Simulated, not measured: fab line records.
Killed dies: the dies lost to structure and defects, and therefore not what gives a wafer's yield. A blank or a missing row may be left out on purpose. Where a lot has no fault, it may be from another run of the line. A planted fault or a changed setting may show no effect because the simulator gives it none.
Comparing a struck lot with a sound one | flow sfqLine | 42 steps out of a route of 325
Sound: wafers L758.1, L758.2, L758.6. Struck: wafer L761.1. (L761.2 of the same lot was not struck and is left out.) The cause comes at the end.
Order at every step that has rows: each side's tool, ch and its chambers, its first start. Under that, the readings that differ: sound wafers | struck wafers | difference of the means | sigmas: that difference in standard deviations of wafers without a fault.
alike: readings with means less than 2 such deviations apart, plus words and numbers identical on both sides. not compared: withheld readings, readings lacking a value on some wafer, bounds such as >300 that could conceal the same value, and numbers that have no deviation in the record and whose values overlap.
The two part at a step that has a row with sigmas, a row that says differs or no value, or rows on one side only. Numbers that don't overlap but have no deviation are shown without sigmas and don't part them. A reading missing from all wafers of one side parts the sides only when that side holds two or more wafers.

first, 7 steps without rows for these wafers: SFQ_TRILAYER_I4_VIA_STRIP_STRIP_107 (strips in O2); SFQ_TRILAYER_I4_VIA_STRIP_SOLV_CLEAN_108 (cleans in NMP, time 600 s); SFQ_TRILAYER_JJ_TRILAYER_DEP_PRE_CLEAN_113 (time 22.5 s); SFQ_TRILAYER_JJ_TRILAYER_DEP_SPUTTER_109 (material Nb, target thk 150 nm, time 100 s); SFQ_TRILAYER_JJ_TRILAYER_DEP_SPUTTER_110 (material Al, target thk 8 nm, time 10 s); SFQ_TRILAYER_JJ_TRILAYER_DEP_AL_OXIDATION_111 (oxidation time 600 s); SFQ_TRILAYER_JJ_TRILAYER_DEP_SPUTTER_112 (material Nb, target thk 170 nm, time 113.3 s).
SFQ_JJ_RS_MEAS_929: a four-point-probe measurement.
  sound: filmMetro-01 at day 62 15:40; struck: filmMetro-04 at day 63 00:56
  alike: JJ_NB_RS
then, 3 steps without rows for these wafers: SFQ_TRILAYER_JJ_CE_LITHO_COAT_119 (resist thk 62 nm); SFQ_TRILAYER_JJ_CE_LITHO_COAT_114 (resist thk 600 nm); SFQ_TRILAYER_JJ_CE_LITHO_SOFTBAKE_118.
SFQ_TRILAYER_JJ_CE_LITHO_EXPOSE_115: exposes mask J5, target cd 700 nm.
  sound on krfScanner-01 ch 0, day 62 22:00; struck on krfScanner-01 ch 0, day 63 11:12
  alike: mask, focusOffsetNm
then, 2 steps without rows for these wafers: SFQ_TRILAYER_JJ_CE_LITHO_PEB_117 (peb time 60 s); SFQ_TRILAYER_JJ_CE_LITHO_DEVELOP_116 (time 60 s).
SFQ_JJ_OVL_MEAS_931:
  sound: overlay-02 at day 62 23:30; struck: overlay-02 at day 63 12:42
  alike: J5_OVL
SFQ_TRILAYER_JJ_CE_METRO_MEASURE_117:
  sound: cdSem-02 at day 62 23:32; struck: cdSem-01 at day 63 12:44
reading   | sound             | struck | difference | sigmas
cdNm (nm) | 700.3 700.5 700.3 | 667.7  | -32.7      | -30
SFQ_TRILAYER_JJ_CE_BARC_OPEN_RIE_150: chemistry O2, target BARC, target depth 240 nm, time 80 s.
  sound on rieMetal-02 ch 0,1, day 63 00:44; struck on rieMetal-03 ch 0, day 63 13:56
reading            | sound             | struck | difference | sigmas
model.JJ.cdNm (nm) | 701.8 700.5 702.5 | 666.6  | -35.0      | 
  alike: drypumpMotorCurrentA, oesProductAu
  not compared: rfHoursCounterH
SFQ_TRILAYER_JJ_CE_ETCH_RIE_118: chemistry SF6, target Nb, stops on Al2O3, time 97.7 s, target depth 170 nm.
  sound on rieMetal-02 ch 0,1, day 63 00:49; struck on rieMetal-03 ch 0, day 63 14:01
reading            | sound             | struck | difference | sigmas
model.JJ.cdNm (nm) | 702.2 700.5 703.2 | 668.1  | -33.9      | 
  alike: drypumpMotorCurrentA, oesProductAu
  not compared: rfHoursCounterH
then, 9 steps without rows for these wafers: SFQ_TRILAYER_JJ_ANODIZE_ANODIZE_119; SFQ_TRILAYER_JJ_CE_STRIP_STRIP_120 (strips in O2); SFQ_TRILAYER_JJ_CE_STRIP_SOLV_CLEAN_121 (cleans in NMP, time 600 s); SFQ_TRILAYER_M5_LITHO_COAT_128 (resist thk 62 nm); SFQ_TRILAYER_M5_LITHO_COAT_123 (resist thk 600 nm); SFQ_TRILAYER_M5_LITHO_SOFTBAKE_127; SFQ_TRILAYER_M5_LITHO_EXPOSE_124 (exposes mask M5, target cd 700 nm); SFQ_TRILAYER_M5_LITHO_PEB_126 (peb time 60 s); SFQ_TRILAYER_M5_LITHO_DEVELOP_125 (time 60 s).
-- the record jumps here: 4 days lie between the struck wafers' starts before and after --
SFQ_M5_OVL_MEAS_932:
  sound: overlay-02 at day 67 10:36; struck: overlay-01 at day 67 22:44
reading     | sound | struck | difference | sigmas
M5_OVL (nm) | 5 6 7 | -9     | -15        | -3
SFQ_TRILAYER_M5_BARC_OPEN_METAL_ETCH_161: etches BARC in O2, target depth 125 nm, time 41.7 s.
  sound on rieMetal-01 ch 0,1, day 67 10:38; struck on rieMetal-04 ch 0, day 67 22:46
  alike: drypumpMotorCurrentA, oesProductAu
  not compared: rfHoursCounterH
then, 3 steps without rows for these wafers: SFQ_TRILAYER_M5_ETCH_METAL_ETCH_126 (etches Nb in Cl2/BCl3, stops on SiO2, time 203.2 s, target depth 265 nm); SFQ_TRILAYER_M5_STRIP_STRIP_127 (strips in O2); SFQ_TRILAYER_M5_STRIP_SOLV_CLEAN_128 (cleans in NMP, time 600 s).
SFQ_TRILAYER_A5B_DEP_PECVD_129: deposits SiO2 from SiH4/N2O, time 133.33 s, target thk 600 nm.
  sound on pecvd-04 ch 0,1,2, day 67 11:41; struck on pecvd-02 ch 2, day 67 23:49
  alike: heaterPowerW, throttleValvePct
then, 2 steps without rows for these wafers: SFQ_TRILAYER_A5B_CMP_CMP_130 (polishes, stops on Nb, target thk 340.7 nm); SFQ_TRILAYER_A5B_METRO_MEASURE_131.
SFQ_TRILAYER_R5_DEP_SPUTTER_132: material Ti, target thk 5 nm, time 5 s.
  sound: pvdSputter-03 at day 67 17:46; struck: pvdSputter-05 at day 68 10:47
  alike: basePressurePa, throttleValvePct
SFQ_TRILAYER_R5_DEP_SPUTTER_133: material MoNx, target thk 40 nm, time 66.7 s.
  sound: pvdSputter-03 at day 67 17:47; struck: pvdSputter-05 at day 68 10:48
  alike: basePressurePa, throttleValvePct
SFQ_TRILAYER_R5_DEP_SPUTTER_134: material Ti, target thk 5 nm, time 5 s.
  sound: pvdSputter-03 at day 67 17:50; struck: pvdSputter-05 at day 68 10:51
  alike: basePressurePa, throttleValvePct
SFQ_R5_RS_MEAS_933: a four-point-probe measurement.
  sound: filmMetro-03 at day 67 17:51; struck: filmMetro-02 at day 68 10:52
reading             | sound          | struck | difference | sigmas
R5_MONX_RS (ohm/sq) | 7.05 7.22 7.13 | 6.92   | -0.21      | -3
SFQ_R5_THK_MEAS_934: measures by xrf.
  sound: filmMetro-03 at day 67 17:58; struck: filmMetro-02 at day 68 10:59
reading          | sound          | struck | difference | sigmas
R5_MONX_THK (nm) | 39.6 38.8 39.1 | 40.5   | +1.3       | +3
then, 1 step without rows for these wafers: SFQ_TRILAYER_R5_LITHO_COAT_141 (resist thk 62 nm).
-- the record jumps here: 14 days lie between the struck wafers' starts before and after --
SFQ_M8_BOW_MEAS_951:
  sound: filmMetro-02 at day 81 17:25; struck: filmMetro-02 at day 82 01:41
reading               | sound         | struck | difference | sigmas
model.etest.jj.gTimes | 1.005 1 1.008 | 0.91   | -0.09      | 
  alike: M8_BOW

WHERE THEY PART
First at SFQ_TRILAYER_JJ_CE_METRO_MEASURE_117; last, within this record, at SFQ_R5_THK_MEAS_934. Later steps at which nothing parts them and some readings are alike: SFQ_M8_BOW_MEAS_951.

WHY: what had been put in by the simulator
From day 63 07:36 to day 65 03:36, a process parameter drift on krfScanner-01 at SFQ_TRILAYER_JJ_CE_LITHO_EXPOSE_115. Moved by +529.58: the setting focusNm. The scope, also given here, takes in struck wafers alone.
